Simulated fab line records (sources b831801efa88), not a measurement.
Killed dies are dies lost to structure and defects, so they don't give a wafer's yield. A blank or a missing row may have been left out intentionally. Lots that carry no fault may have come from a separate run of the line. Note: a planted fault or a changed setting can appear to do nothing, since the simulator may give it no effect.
fab line records -- flow sky130
record lots=6, wafers=18, lastDay=50
route steps=708 shown SD_N@358 SD_P@359 RES_XHIGH@360 SALICIDE@361 LI_CONTACT@362 PAD_OPEN@708
lots that met no fault: from a run of the same line without faults
startH: hours from the record's opening day to when the first of the lot's shown wafers began -- waitH: time in hours since the lot's previous step -- " same as the row above -- L1.1+2: a single row standing in for several wafers -- - no value, or no start was given -- * or withheld: withheld -- < > ~ a bound
route shown NAME@n: names a module that has steps shown in the file, with the first one's number in the route -- usual: mean and standard deviation over wafers with no fault -- same: alike in all rows -- chamber/n: place in a boat -- sites: the reading at each site -- _std_site: how widely they spread, as a standard deviation -- _edge_site: the outer-site mean with the inner-site mean subtracted -- radiusMm: how far each site lies from the wafer's centre -- mask NAME#n: copy n -- behind: tool/chamber where the wafer was last shaped -- hold: cause of the lot's hold/its duration in hours/its outcome -- device: which transistor (n, p or np) failed to switch -- end of line: the tests these same wafers got at the end of their route -- where a step has no rows: the recipe by itself -- killed: the dies lost at the first sort to structure and to defects; this is not the yield of the wafer -- map: a wafer's dies, x killed, . not, _ none there
set.NAME: the setting as run; set.NAME@STEP: as run at that earlier step -- model.NAME: the simulator's own value behind a step, which no gauge read
certain route steps with their lots: each step a table, each wafer a row
services: the hour from which a tool's chamber was out of use, counted from the record's first day as startH (under 0 if before that day), plus the number of hours and why
## steps
# step SKY_SD_N_RS_MEAS_16
# recipe thkMeasGauge=four-point-probe
# usual SD_N_RS=68.56/0.1
lot.wafer,tool,chamber,startH,waitH,SD_N_RS[ohm/sq]
L182.3,filmMetro-04,-,666.58,0.1,68.42
L182.5,filmMetro-04,-,666.58,0.1,68.46
L182.6,filmMetro-04,-,666.58,0.1,68.62
L186.1,filmMetro-01,-,699.13,0.1,68.51
L186.3,filmMetro-01,-,699.13,0.1,68.44
L186.4,filmMetro-01,-,699.13,0.1,68.43
L195.2,filmMetro-01,-,772.51,0.1,68.61
L195.5,filmMetro-01,-,772.51,0.1,68.32
L195.6,filmMetro-01,-,772.51,0.1,68.78
L196.1,filmMetro-02,-,780.14,0.1,68.73
L196.3,filmMetro-02,-,780.14,0.1,68.62
L196.4,filmMetro-02,-,780.14,0.1,68.49
L200.2,filmMetro-02,-,798.20,0.1,68.61
L200.3,filmMetro-02,-,798.20,0.1,68.41
L200.4,filmMetro-02,-,798.20,0.1,68.62
L202.2,filmMetro-04,-,812.66,0.1,68.49
L202.3,filmMetro-04,-,812.66,0.1,68.66
L202.5,filmMetro-04,-,812.66,0.1,68.57
# step SKY_SD_N_RS_MEAS_17
# recipe thkMeasGauge=four-point-probe
# usual SD_P_RS=147.1/0.37
lot.wafer,tool,chamber,startH,waitH,SD_P_RS[ohm/sq]
L182.3,filmMetro-04,-,666.70,0.1,146.8
L182.5,filmMetro-04,-,666.70,0.1,146.7
L182.6,filmMetro-04,-,666.70,0.1,146.9
L186.1,filmMetro-01,-,699.25,0.1,146.5
L186.3,filmMetro-01,-,699.25,0.1,146.5
L186.4,filmMetro-01,-,699.25,0.1,146.8
L195.2,filmMetro-01,-,772.63,0.1,147.7
L195.5,filmMetro-01,-,772.63,0.1,146.4
L195.6,filmMetro-01,-,772.63,0.1,147.2
L196.1,filmMetro-02,-,780.26,0.1,147.7
L196.3,filmMetro-02,-,780.26,0.1,147.1
L196.4,filmMetro-02,-,780.26,0.1,147.2
L200.2,filmMetro-02,-,798.32,0.1,146.8
L200.3,filmMetro-02,-,798.32,0.1,147.1
L200.4,filmMetro-02,-,798.32,0.1,147.3
L202.2,filmMetro-04,-,812.78,0.1,147.3
L202.3,filmMetro-04,-,812.78,0.1,147.4
L202.5,filmMetro-04,-,812.78,0.1,147.2
# step SKY_SD_N_RS_MEAS_18
# recipe thkMeasGauge=four-point-probe
# usual RES_XHIGH_RS=333.0/1.4
lot.wafer,tool,chamber,startH,waitH,RES_XHIGH_RS[ohm/sq]
L182.3,filmMetro-04,-,666.82,0.1,332.4
L182.5,filmMetro-04,-,666.82,0.1,331.5
L182.6,filmMetro-04,-,666.82,0.1,332.2
L186.1,filmMetro-01,-,699.37,0.1,331.7
L186.3,filmMetro-01,-,699.37,0.1,332.8
L186.4,filmMetro-01,-,699.37,0.1,333.4
L195.2,filmMetro-01,-,772.75,0.1,333.6
L195.5,filmMetro-01,-,772.75,0.1,334.1
L195.6,filmMetro-01,-,772.75,0.1,334.0
L196.1,filmMetro-02,-,780.38,0.1,333.4
L196.3,filmMetro-02,-,780.38,0.1,333.8
L196.4,filmMetro-02,-,780.38,0.1,334.5
L200.2,filmMetro-02,-,798.44,0.1,335.6
L200.3,filmMetro-02,-,798.44,0.1,335.5
L200.4,filmMetro-02,-,798.44,0.1,333.9
L202.2,filmMetro-04,-,812.90,0.1,333.9
L202.3,filmMetro-04,-,812.90,0.1,335.0
L202.5,filmMetro-04,-,812.90,0.1,334.6
# step SKY_SALICIDE_CLEAN_00
# recipe chemistry=HF-last, timeS=30, dilution=100:1, dry=ipaMarangoni
# step SKY_LI_CONTACT_HDPCVD_00
# recipe material=PSG, targetThkNm=930, sigmaOpenFrac=0.3, timeS=155, tempC=600, sih4FlowSccm=60, pressureMtorr=6
# step SKY_LI_CONTACT_THK_MEAS_01
# recipe reads=PSG_of_LI_CONTACT_HDPCVD_00
# usual LI_CONTACT_HDPCVD_THK=933/9.7
lot.wafer,tool,chamber,startH,waitH,LI_CONTACT_HDPCVD_THK[nm]
L182.3,filmMetro-04,-,667.04,0.1,926
L182.5,filmMetro-04,-,667.04,0.1,915
L182.6,filmMetro-04,-,667.04,0.1,927
L186.1,filmMetro-01,-,699.61,0.1,928
L186.3,filmMetro-01,-,699.61,0.1,918
L186.4,filmMetro-01,-,699.61,0.1,931
L195.2,filmMetro-04,-,772.98,0.1,931
L195.5,filmMetro-04,-,772.98,0.1,928
L195.6,filmMetro-04,-,772.98,0.1,930
L196.1,filmMetro-02,-,780.63,0.1,941
L196.3,filmMetro-02,-,780.63,0.1,919
L196.4,filmMetro-02,-,780.63,0.1,925
L200.2,filmMetro-04,-,798.69,0.1,929
L200.3,filmMetro-04,-,798.69,0.1,940
L200.4,filmMetro-04,-,798.69,0.1,930
L202.2,filmMetro-02,-,813.13,0.1,932
L202.3,filmMetro-02,-,813.13,0.1,933
L202.5,filmMetro-02,-,813.13,0.1,935
# step SKY_LI_CONTACT_CMP_02
# recipe material=PSG, downForcePsi=4, platenRpm=60, padVelocityMS=0.94248
# usual motorCurrentA=12.7/1.2, slurryFlowMlMin=150.1/0.49, timeToEndpointS=33/3
lot.wafer,tool,chamber,startH,waitH,motorCurrentA,slurryFlowMlMin,timeToEndpointS
L182.3,cmp-01,1,667.18,0.1,12.9,148.9,35
L182.6,cmp-01,3,667.18,0.1,11.1,150.2,35
L182.5,cmp-01,0,667.18,0.1,11.7,149.4,34
L186.4,cmp-02,1,699.67,0.0,12.5,150.7,33
L186.3,cmp-02,2,699.67,0.0,12.1,150.0,31
L186.1,cmp-02,0,699.67,0.0,15.1,148.7,33
L195.2,cmp-01,1,773.13,0.1,13.5,149.6,34
L195.6,cmp-01,3,773.13,0.1,11.7,149.6,35
L195.5,cmp-01,0,773.13,0.1,11.1,150.7,34
L196.3,cmp-01,3,780.74,0.1,11.7,150.4,31
L196.1,cmp-01,0,780.74,0.1,10.3,149.3,35
L196.4,cmp-01,1,780.74,0.1,13.4,150.1,33
L200.2,cmp-01,1,798.74,0.0,13.4,149.9,36
L200.3,cmp-01,2,798.74,0.0,13.3,149.7,33
L200.4,cmp-01,0,798.74,0.0,11.3,149.5,37
L202.3,cmp-01,3,813.18,0.0,11.4,150.5,34
L202.2,cmp-01,1,813.18,0.0,12.9,150.0,36
L202.5,cmp-01,3,813.18,0.0,11.7,150.1,36
# step SKY_LI_CONTACT_BOW_MEAS_03
# recipe mode=bow
# usual LI_CONTACT_BOW=56/6.3
lot.wafer,tool,chamber,startH,waitH,LI_CONTACT_BOW[um]
L182.3,filmMetro-04,-,667.42,0.2,57
L182.5,filmMetro-04,-,667.42,0.2,44
L182.6,filmMetro-04,-,667.42,0.2,54
L186.1,filmMetro-01,-,699.97,0.1,57
L186.3,filmMetro-01,-,699.97,0.1,59
L186.4,filmMetro-01,-,699.97,0.1,53
L195.2,filmMetro-01,-,773.35,0.2,53
L195.5,filmMetro-01,-,773.35,0.2,58
L195.6,filmMetro-01,-,773.35,0.2,51
L196.1,filmMetro-02,-,780.99,0.1,54
L196.3,filmMetro-02,-,780.99,0.1,56
L196.4,filmMetro-02,-,780.99,0.1,57
L200.2,filmMetro-01,-,799.06,0.3,59
L200.3,filmMetro-01,-,799.06,0.3,49
L200.4,filmMetro-01,-,799.06,0.3,52
L202.2,filmMetro-04,-,813.52,0.2,64
L202.3,filmMetro-04,-,813.52,0.2,51
L202.5,filmMetro-04,-,813.52,0.2,58
# step SKY_LI_CONTACT_DEHYDRATE_04
# recipe tempC=200, timeS=60
# step SKY_LI_CONTACT_HMDS_05
# recipe primeTimeS=60, primeTempC=120
# step SKY_LI_CONTACT_COAT_06
# recipe resist=BARC, tempC=withheld, timeS=withheld, spinRpm=3000, resistThkNm=60
# step SKY_LI_CONTACT_COAT_07
# recipe resist=KrF-thick, spinRpm=3000, resistThkNm=450
# step SKY_LI_CONTACT_SOFTBAKE_08
# recipe tempC=100, timeS=90, resist=KrF-thick
# usual heaterPowerTotalW=57.36/0.12, runLengthS=119.22/0.24
lot.wafer,tool,chamber,startH,waitH,heaterPowerTotalW,runLengthS
L182.3,lithoTrack-04,0,681,-,57.26,119.42
L182.5,lithoTrack-04,0,681,-,57.29,119.53
L182.6,lithoTrack-04,0,681,-,57.47,119.39
L186.1,lithoTrack-01,0,714,-,57.52,119.09
L186.3,lithoTrack-01,0,714,-,57.52,118.97
L186.4,lithoTrack-01,0,714,-,57.20,119.07
L195.2,lithoTrack-01,0,785,-,58.02,114.94
L195.5,lithoTrack-01,0,785,-,58.27,114.99
L195.6,lithoTrack-01,0,785,-,58.33,115.01
L196.1,lithoTrack-01,0,795,-,58.36,114.93
L196.3,lithoTrack-01,0,795,-,58.11,115.14
L196.4,lithoTrack-01,0,795,-,58.18,115.15
L200.2,lithoTrack-03,0,811,-,57.24,119.46
L200.3,lithoTrack-03,0,811,-,57.22,119.54
L200.4,lithoTrack-03,0,811,-,57.27,119.22
L202.2,lithoTrack-04,0,826,-,57.43,119.41
L202.3,lithoTrack-04,0,826,-,57.19,119.41
L202.5,lithoTrack-04,0,826,-,57.35,119.39
# step SKY_LI_CONTACT_EXPOSE_09
# recipe maskId=LICM1, na=0.8, sourceShape=annular, sigmaInner=0.55, sigmaOuter=0.85, targetCdNm=170, doseMj=38
# step SKY_PAD_OPEN_PROBE_99
# usual killed_at_M0_to_M3=43/7.3, killed_at_M4_up=3.6/1.9, killedAtContacts=23/5.3, killedAtFrontEnd=15/4.5, killedAtOther=0.3/0.72, killedDies=85/9.4, killedOpen=46/6.7, killedShort=38/6.8
# same grossDies=492, killedAtBackSide=0
lot.wafer,tool,chamber,startH,waitH,killed_at_M0_to_M3,killed_at_M4_up,killedAtContacts,killedAtFrontEnd,killedAtOther,killedDies,killedOpen,killedShort
L200.2,prober-01,-,1182.82,0.1,44,4,25,14,0,87,45,42
L200.3,prober-01,-,1182.87,0.2,46,5,27,8,0,86,47,39
L200.4,prober-01,-,1182.92,0.2,33,5,15,15,0,68,39,29
L202.2,prober-02,-,1190.56,0.1,47,7,15,19,0,88,44,44
L202.3,prober-02,-,1190.61,0.2,45,4,26,16,0,91,48,43
L202.5,prober-02,-,1190.71,0.2,38,2,20,17,0,77,52,25
# killed by level:class
L200.2 VIA2:geometricParticle:open=9 METAL1:geometricParticle:short=9 VIA1:geometricParticle:open=8 CONTACT:geometricParticle:open=7 POLY_GATE:geometricParticle:open=6 LOCAL_INTERCONNECT:geometricParticle:short=6 VIA3:geometricParticle:open=6 LI_CONTACT:geometricParticle:short=5
L200.3 VIA1:geometricParticle:open=16 LI_CONTACT:geometricParticle:open=9 CONTACT:geometricParticle:open=6 METAL2:geometricParticle:short=6 CONTACT:geometricParticle:short=5 METAL4:geometricParticle:short=4 METAL1:geometricParticle:short=4 VIA1:geometricParticle:short=4
L200.4 VIA1:geometricParticle:open=11 LI_CONTACT:geometricParticle:open=8 POLY_GATE:geometricParticle:open=5 VIA2:geometricParticle:open=5 METAL4:geometricParticle:short=5 FIELD_ISO:geometricParticle:short=4 POLY_GATE:geometricParticle:short=4 METAL2:geometricParticle:short=4
L202.2 VIA1:geometricParticle:open=8 FIELD_ISO:geometricParticle:short=7 LI_CONTACT:geometricParticle:open=6 METAL1:geometricParticle:short=6 VIA3:geometricParticle:short=5 POLY_GATE:geometricParticle:open=5 METAL2:geometricParticle:short=5 VIA2:geometricParticle:open=5
L202.3 CONTACT:geometricParticle:open=10 VIA1:geometricParticle:open=10 VIA3:geometricParticle:open=7 LI_CONTACT:geometricParticle:open=6 LOCAL_INTERCONNECT:geometricParticle:short=6 VIA1:geometricParticle:short=6 VIA2:geometricParticle:open=6 FIELD_ISO:geometricParticle:open=5
L202.5 VIA1:geometricParticle:open=12 FIELD_ISO:geometricParticle:open=8 LI_CONTACT:geometricParticle:open=7 CONTACT:geometricParticle:open=7 VIA2:geometricParticle:open=6 FIELD_ISO:geometricParticle:short=4 METAL1:geometricParticle:short=3 CONTACT:geometricParticle:short=3
## services
tool,chamber,startH,hours,kind
cmp-01,-,655.78,3.3,repair
lithoTrack-03,-,662.35,-,consumableReplace:filter
cmp-01,-,678.90,1.1,repair
cmp-01,-,696.67,0.3,repair
cmp-01,-,736.25,9.0,repair
cmp-02,-,737.28,1.4,repair
cmp-01,-,745.20,4.0,pm
cmp-01,-,749.20,-,consumableReplace:conditioner
cmp-01,-,749.20,-,consumableReplace:pad
cmp-02,-,784.96,0.7,repair
cmp-01,-,823.52,1.5,repair
## key
firstSign step=SKY_LI_CONTACT_SOFTBAKE_08, reading=runLengthS, direction=down, sigmas=17, usual=*, struck=*
effect step=SKY_LI_CONTACT_SOFTBAKE_08, reading=heaterPowerTotalW, direction=up, sigmas=7.3, usual=*, struck=*
metAt SKY_LI_CONTACT_SOFTBAKE_08
struckWafers L195.2,L195.5,L195.6,L196.1,L196.3,L196.4
testerLeftOut L195,L196
fault kind=processParameterDrift, tool=lithoTrack-01, chamber=-, onsetH=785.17, steps=SKY_LI_CONTACT_SOFTBAKE_08, channel=timeS, offset=*, shape=step, endH=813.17, actsIn=*, stated=*
# testerLeftOut: of these lots the tester's yield and bins aren't shown, on N5 and GAA mostly nor the transistor test; their killed dies are dies lost to structure and defects alone, not to doping, threshold or leakage, so they don't give the yield
